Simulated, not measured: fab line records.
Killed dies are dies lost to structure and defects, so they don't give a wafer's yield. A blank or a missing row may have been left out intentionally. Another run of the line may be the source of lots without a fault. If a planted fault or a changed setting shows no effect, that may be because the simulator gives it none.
Which tool is to blame?    flow sky130    38 wafers from 13 lots sampled at 3 of the route's 708 steps

WHAT EACH GAUGE READ, for each wafer
SKY_METAL5_THK_MEAS_06: measures by xrf. Usual: METAL5_ALCU_THK typically reads 1166 nm, with standard deviation 16.
lot   measured      on             METAL5_ALCU_THK (nm)  flag
L818  day 43 10:03  film metro-01  1165 1181 1168        
L820  day 44 03:32  film metro-01  1193 1179 1190        
L821  day 44 07:59  film metro-01  1170 1169 1178        
L822  day 44 12:01  film metro-01  1192 1163 1206        
L824  day 45 13:31  film metro-03  1149 1146 1155        
L826  day 45 19:46  film metro-01  1156 1152 1187        
L827  day 46 17:24  film metro-03  1170 1179 1155        
L828  day 46 17:42  film metro-01  1152 1163 1157        
L829  day 46 17:52  film metro-03  1164 1149 1156        
L830  day 46 18:36  film metro-03  1183 1168 1187        
L832  day 47 11:55  film metro-04  1160 1150 1133        
L837  day 49 04:55  film metro-03  1145                  
L840  day 49 09:54  film metro-03  1171 1168 1158        

WHAT TOOL EACH LOT RAN ON (gives the tool, then ch and the chambers of the sampled wafers, and finally the start)
lot   SKY_LI_CONTACT_SPUTTER_20     SKY_METAL4_SPUTTER_03
L818  pvd sputter-03, day 29 12:31  pvd sputter-01, day 40 05:34
L820  pvd sputter-04, day 30 10:40  pvd sputter-03, day 41 00:01
L821  pvd sputter-04, day 30 13:37  pvd sputter-02, day 41 05:13
L822  pvd sputter-03, day 30 23:07  pvd sputter-03, day 41 10:36
L824  pvd sputter-03, day 32 02:46  pvd sputter-03, day 42 13:37
L826  pvd sputter-04, day 32 14:13  pvd sputter-01, day 42 22:13
L827  pvd sputter-04, day 33 01:23  pvd sputter-03, day 43 09:07
L828  pvd sputter-03, day 33 05:25  pvd sputter-03, day 43 10:08
L829  pvd sputter-04, day 33 15:37  pvd sputter-01, day 43 19:52
L830  pvd sputter-03, day 33 18:27  pvd sputter-02, day 43 20:25
L832  pvd sputter-04, day 34 17:13  pvd sputter-01, day 44 15:46
L837  pvd sputter-04, day 36 12:34  pvd sputter-03, day 46 13:04
L840  pvd sputter-02, day 37 08:29  pvd sputter-01, day 46 19:00
- SKY_LI_CONTACT_SPUTTER_20: material TiN, target thk 20 nm, time 80 s.
- SKY_METAL4_SPUTTER_03: material Ti, target thk 5 nm, time 3.3 s.

AS READ BY THE TOOLS THEMSELVES (means over the sampled wafers that have a number; for cases with no such wafer, the mark the record gives instead)
SKY_LI_CONTACT_SPUTTER_20. Usual: cathode dc power W 4000.0 W, standard deviation 0.7; throttle valve pct 29.9 %, standard deviation 0.8.
lot   tool            cathode dc power W (W)  throttle valve pct (%)  flag
L818  pvd sputter-03  4000.8                  30.4                    
L820  pvd sputter-04  4000.7                  29.6                    
L821  pvd sputter-04  3999.8                  29.5                    
L822  pvd sputter-03  4000.1                  30.4                    
L824  pvd sputter-03  4000.6                  30.4                    
L826  pvd sputter-04  4000.0                  30.1                    
L827  pvd sputter-04  4000.2                  29.7                    
L828  pvd sputter-03  3999.7                  30.4                    
L829  pvd sputter-04  4000.3                  29.9                    
L830  pvd sputter-03  3999.2                  30.5                    
L832  pvd sputter-04  3999.6                  29.3                    
L837  pvd sputter-04  4000.4                  29.2                    
L840  pvd sputter-02  3999.9                  28.5                    

SKY_METAL4_SPUTTER_03. Usual: cathode dc power W 3000.0 W, standard deviation 0.53; throttle valve pct 30.0 %, standard deviation 0.83.
lot   tool            cathode dc power W (W)  throttle valve pct (%)  flag
L818  pvd sputter-01  3000.3                  30.3                    
L820  pvd sputter-03  2999.7                  30.4                    
L821  pvd sputter-02  2999.8                  27.7                    
L822  pvd sputter-03  3000.2                  30.3                    
L824  pvd sputter-03  3000.3                  30.3                    
L826  pvd sputter-01  2999.7                  30.2                    
L827  pvd sputter-03  3000.2                  30.3                    
L828  pvd sputter-03  3000.1                  30.6                    
L829  pvd sputter-01  2999.9                  30.1                    
L830  pvd sputter-02  2999.2                  28.9                    
L832  pvd sputter-01  2999.8                  30.3                    
L837  pvd sputter-03  3000.5                  30.3                    
L840  pvd sputter-01  3000.2                  30.4                    

THE ANSWER, worked out from the rows above alone
Rule: a lot is off if the mean of its wafers that have a number lies more than 3 standard deviations from the usual mean. A lot without any number at a reading at which 4 lots or more have one is off too. All remaining lots with rows at the step are treated as sound. The gauges are gone through in route order, then the tools' own readings, and for those a lot's mean is taken as printed above. At the first step where some lot is off, the reading lying furthest off is the one used; lots without a number count as furthest.
No lot is off on any of the readings shown, so nothing can be concluded from this.

WHAT THE SIMULATOR HAD INSERTED
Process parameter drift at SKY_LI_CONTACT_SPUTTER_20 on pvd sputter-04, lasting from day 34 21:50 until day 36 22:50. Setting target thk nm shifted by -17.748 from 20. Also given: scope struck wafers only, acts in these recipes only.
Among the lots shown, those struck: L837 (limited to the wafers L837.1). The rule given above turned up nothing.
